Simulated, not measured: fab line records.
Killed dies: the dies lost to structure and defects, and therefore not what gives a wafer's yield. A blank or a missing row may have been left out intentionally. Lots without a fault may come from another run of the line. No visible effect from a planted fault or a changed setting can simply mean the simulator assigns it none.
A struck lot beside a sound one | flow sfqLine | 14 out of 325 route steps
Sound: these wafers, L631.3, L631.4, L631.5. Struck: wafer L622.5 (L622.1, L622.2, from the same lot, were not struck and are left out); the cause is given at the end.
For every step that has rows: the tool of each side, followed by ch and its chambers, followed by its first start. Under that, the readings that differ: sound wafers | struck wafers | difference of the means | sigmas: that difference in standard deviations of wafers without a fault.
alike: readings with means less than 2 such deviations apart, plus words and numbers identical on both sides. not compared: withheld readings, readings lacking a value on some wafer, bounds such as >300 that could conceal the same value, and numbers that have no deviation in the record and whose values overlap.
The two part at a step that has a row with sigmas, a row that says differs or no value, or rows on one side only. Numbers that have no deviation but don't overlap get no sigmas and don't part them. A reading that every wafer of one side lacks parts them only if that side has two wafers or more.

first, 6 steps without rows for these wafers: SFQ_TRILAYER_M0_LITHO_COAT_026 (resist thk 62 nm); SFQ_TRILAYER_M0_LITHO_COAT_021 (resist thk 600 nm); SFQ_TRILAYER_M0_LITHO_SOFTBAKE_025; SFQ_TRILAYER_M0_LITHO_EXPOSE_022 (exposes mask M0, target cd 500 nm); SFQ_TRILAYER_M0_LITHO_PEB_024 (peb time 60 s); SFQ_TRILAYER_M0_LITHO_DEVELOP_023 (time 60 s).
SFQ_M0_OVL_MEAS_906:
  sound on overlay-02 at day 18 01:25; struck on overlay-02 at day 14 20:47
  alike: M0_OVL
SFQ_TRILAYER_M0_BARC_OPEN_METAL_ETCH_031: etches BARC in O2, target depth 125 nm, time 41.7 s.
  sound on rieMetal-02 ch 0,1, day 18 01:27; struck on rieMetal-02 ch 1, day 14 20:49
  alike: drypumpMotorCurrentA, oesProductAu, rfFwdPowerW
  not compared: rfHoursCounterH
SFQ_TRILAYER_M0_ETCH_METAL_ETCH_024: etches Nb in Cl2/Ar, stops on SiO2, target depth 240 nm, time 120 s.
  sound on rieMetal-02 ch 0,1, day 18 01:32; struck on rieMetal-02 ch 1, day 14 20:53
  alike: drypumpMotorCurrentA, oesProductAu, rfFwdPowerW
  not compared: rfHoursCounterH
SFQ_TRILAYER_M0_STRIP_STRIP_025: strips in O2.
  sound on rieMetal-02 ch 0,1, day 18 01:49; struck on rieMetal-02 ch 1, day 14 21:00
  alike: drypumpMotorCurrentA, oesProductAu
  not compared: rfHoursCounterH
then, 1 step without rows for these wafers: SFQ_TRILAYER_M0_STRIP_SOLV_CLEAN_026 (cleans in NMP, time 600 s).
SFQ_TRILAYER_I0_DEP_PECVD_027: deposits SiO2 from SiH4/N2O, time 111.11 s, target thk 500 nm.
  sound on pecvd-04 ch 0,2, day 18 02:23; struck on pecvd-03 ch 1, day 14 21:47
  alike: heaterPowerW, rfFwdPowerW, throttleValvePct
SFQ_TRILAYER_I0_CMP_CMP_028: polishes SiO2.
  sound on cmp-01 ch 1,2, day 18 02:28; struck on cmp-01 ch 2, day 15 02:53
reading             | sound       | struck | difference | sigmas
timeToEndpointS (s) | 208 209 205 | 123    | -84        | -11
  alike: headPressurePsi, motorCurrentA
SFQ_I0_BOW_MEAS_907:
  sound on filmMetro-01 at day 18 05:31; struck on filmMetro-01 at day 15 03:53
  alike: I0_BOW

## WHERE THEY PART
Only at SFQ_TRILAYER_I0_CMP_CMP_028, as far as this record shows. Later steps at which nothing parts them and some readings are alike: SFQ_I0_BOW_MEAS_907.

WHY: what had been put in by the simulator
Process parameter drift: cmp-01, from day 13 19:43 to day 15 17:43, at SFQ_TRILAYER_I0_CMP_CMP_028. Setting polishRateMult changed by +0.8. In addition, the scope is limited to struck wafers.
